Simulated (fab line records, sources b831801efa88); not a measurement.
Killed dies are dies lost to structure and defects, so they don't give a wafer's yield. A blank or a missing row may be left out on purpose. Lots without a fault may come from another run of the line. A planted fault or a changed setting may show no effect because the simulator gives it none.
Which tool did it? | flow gf180mcu | 13 lots, 39 wafers sampled, at 5 steps of a route of 602

WHAT THE GAUGES READ, wafer by wafer
GF_HV_LDD_CD_MEAS_07: target cd 400 nm.
lot  | measured     | on        | cd_nm (nm)
L985 | day 10 06:40 | cd_sem-01 | 402.2 400.2 399.9
L987 | day 10 21:16 | cd_sem-02 | 400.7 403.1 401.5
L988 | day 11 07:33 | cd_sem-02 | 402.0 405.3 405.5
L992 | day 12 13:31 | cd_sem-02 | 397.2 395.5 395.6
L993 | day 12 17:04 | cd_sem-01 | 403.7 403.5 404.8
L994 | day 13 04:34 | cd_sem-01 | 400.3 400.6 401.0
L100 | day 14 21:44 | cd_sem-01 | 403.0 406.4 403.7
L102 | day 15 17:15 | cd_sem-01 | 400.9 400.3 401.4
L103 | day 16 02:50 | cd_sem-01 | 396.8 397.7 398.2
L104 | day 16 07:37 | cd_sem-01 | 402.2 401.9 402.2
L105 | day 16 12:17 | cd_sem-01 | 403.4 399.6 402.3
L106 | day 16 22:43 | cd_sem-02 | 401.6 402.8 402.6
L107 | day 17 01:04 | cd_sem-02 | 400.7 400.8 401.1

GF_HV_LDD_TW_MEAS_23.
lot  | measured     | on            | HV_LDD_2_TW
L985 | day 11 01:10 | film_metro-01 | 1058 1058 1058
L987 | day 11 16:43 | film_metro-02 | 1056 1068 1056
L988 | day 12 03:29 | film_metro-04 | 1067 1061 1063
L992 | day 13 10:49 | film_metro-04 | 1068 1073 1069
L993 | day 13 13:35 | film_metro-04 | 1066 1073 1074
L994 | day 14 00:56 | film_metro-01 | 1067 1064 1069
L100 | day 15 19:10 | film_metro-04 | 1071 1069 1077
L102 | day 16 16:47 | film_metro-01 | 1062 1065 1063
L103 | day 17 01:38 | film_metro-01 | 1053 1057 1049
L104 | day 17 06:00 | film_metro-04 | 1078 1072 1075
L105 | day 17 11:10 | film_metro-04 | 1073 1073 1075
L106 | day 17 22:29 | film_metro-02 | 1059 1057 1064
L107 | day 18 01:22 | film_metro-01 | 1062 1061 1057

GF_HV_LDD_CD_MEAS_31: target cd 400 nm.
lot  | measured     | on        | cd_nm (nm)
L985 | day 11 19:46 | cd_sem-01 | 397.7 397.9 399.1
L987 | day 12 11:22 | cd_sem-02 | 399.7 398.9 399.5
L988 | day 12 22:42 | cd_sem-01 | 400.9 402.5 402.2
L992 | day 14 05:33 | cd_sem-01 | 404.4 402.3 401.9
L993 | day 14 08:33 | cd_sem-01 | 401.7 398.4 400.3
L994 | day 14 20:14 | cd_sem-02 | 402.9 403.7 403.1
L100 | day 16 17:25 | cd_sem-01 | 401.4 399.3 397.9
L102 | day 17 15:11 | cd_sem-01 | 400.0 401.9 402.2
L103 | day 18 01:20 | cd_sem-02 | 398.6 399.4 396.4
L104 | day 18 05:01 | cd_sem-01 | 399.7 400.2 398.1
L105 | day 18 10:58 | cd_sem-02 | 399.0 398.4 398.6
L106 | day 18 22:32 | cd_sem-01 | 401.4 401.5 400.8
L107 | day 19 00:10 | cd_sem-01 | 400.5 399.2 400.8

GF_HV_LDD_THK_MEAS_57.
lot  | measured     | on            | HV_LDD_CVD_56_THK (nm)
L985 | day 12 19:17 | film_metro-04 | 90.1 89.7 89.0
L987 | day 13 10:46 | film_metro-01 | 89.9 90.0 89.5
L988 | day 13 22:40 | film_metro-01 | 89.7 90.4 90.6
L992 | day 15 06:29 | film_metro-04 | 88.9 89.1 88.9
L993 | day 15 09:23 | film_metro-02 | 84.9 84.8 84.3
L994 | day 15 21:04 | film_metro-04 | 83.4 83.0 82.6
L100 | day 17 22:14 | film_metro-04 | 90.0 90.7 89.5
L102 | day 18 18:00 | film_metro-01 | 88.9 89.4 89.2
L103 | day 19 05:35 | film_metro-04 | 91.4 91.3 90.8
L104 | day 19 08:55 | film_metro-01 | 90.1 90.0 90.3
L105 | day 19 16:36 | film_metro-04 | 90.8 90.5 90.9
L106 | day 20 03:24 | film_metro-01 | 89.2 89.2 88.0
L107 | day 20 04:37 | film_metro-02 | 89.9 88.8 88.9

WHICH TOOL RAN EACH LOT (tool, then ch and the chambers of the sampled wafers, then the start)
lot  | GF_HV_LDD_CVD_56
L985 | lpcvd-02 ch 0, day 12 17:52
L987 | lpcvd-02 ch 0, day 13 09:19
L988 | lpcvd-02 ch 1, day 13 21:15
L992 | lpcvd-01 ch 0, day 15 05:04
L993 | lpcvd-02 ch 0, day 15 07:58
L994 | lpcvd-02 ch 0, day 15 19:38
L100 | lpcvd-01 ch 0, day 17 20:05
L102 | lpcvd-02 ch 1, day 18 16:33
L103 | lpcvd-01 ch 1, day 19 04:08
L104 | lpcvd-02 ch 0, day 19 07:29
L105 | lpcvd-01 ch 0, day 19 14:27
L106 | lpcvd-01 ch 1, day 20 01:58
L107 | lpcvd-02 ch 1, day 20 03:11
- GF_HV_LDD_CVD_56: deposits Si3N4 from DCS/NH3, target thk 90 nm, time 1543 s.

WHAT THE TOOLS THEMSELVES READ (means of the sampled wafers that have a number; where no wafer has one, the mark that the record gives instead)
GF_HV_LDD_CVD_56.
lot  | tool     | zone_power_upper_pct (%)
L985 | lpcvd-02 | 12.6
L987 | lpcvd-02 | 12.7
L988 | lpcvd-02 | 13.2
L992 | lpcvd-01 | 12.0
L993 | lpcvd-02 | 12.6
L994 | lpcvd-02 | 12.6
L100 | lpcvd-01 | 11.9
L102 | lpcvd-02 | 13.1
L103 | lpcvd-01 | 14.7
L104 | lpcvd-02 | 12.6
L105 | lpcvd-01 | 12.0
L106 | lpcvd-01 | 14.6
L107 | lpcvd-02 | 13.1

THE ANSWER, worked out from the rows above alone
Rule: what is usual is taken from the lots themselves. Put in order of their means at a reading, lots are off if they are a third of the lots or fewer, leave a main group of 4 or more, and stand apart from it by a gap of 3 or more times the standard deviation of the main group's means; of several such gaps the widest counts. A main group whose means are all the same, to the digits that the tables above print for the reading, isn't used. A lot without any number at a reading at which 4 lots or more have one is off too. The other lots that the step has rows for count as sound. The gauges are gone through in route order, then the tools' own readings, and for those a lot's mean is taken as printed above. The first step at which some lot is off is used, and at that step the reading that is off furthest; a lot without a number counts as furthest.
Off: L993, L994, at GF_HV_LDD_THK_MEAS_57 (HV_LDD_CVD_56_THK). The main group: mean 89.8 nm, standard deviation 0.71.
A tool fits if, at a process step before that reading, it ran every lot that is off, and no sound lot after the first of them. The gauges at GF_HV_LDD_THK_MEAS_57 are tried like those tools. None of those tried fits.

WHAT THE SIMULATOR HAD PUT IN
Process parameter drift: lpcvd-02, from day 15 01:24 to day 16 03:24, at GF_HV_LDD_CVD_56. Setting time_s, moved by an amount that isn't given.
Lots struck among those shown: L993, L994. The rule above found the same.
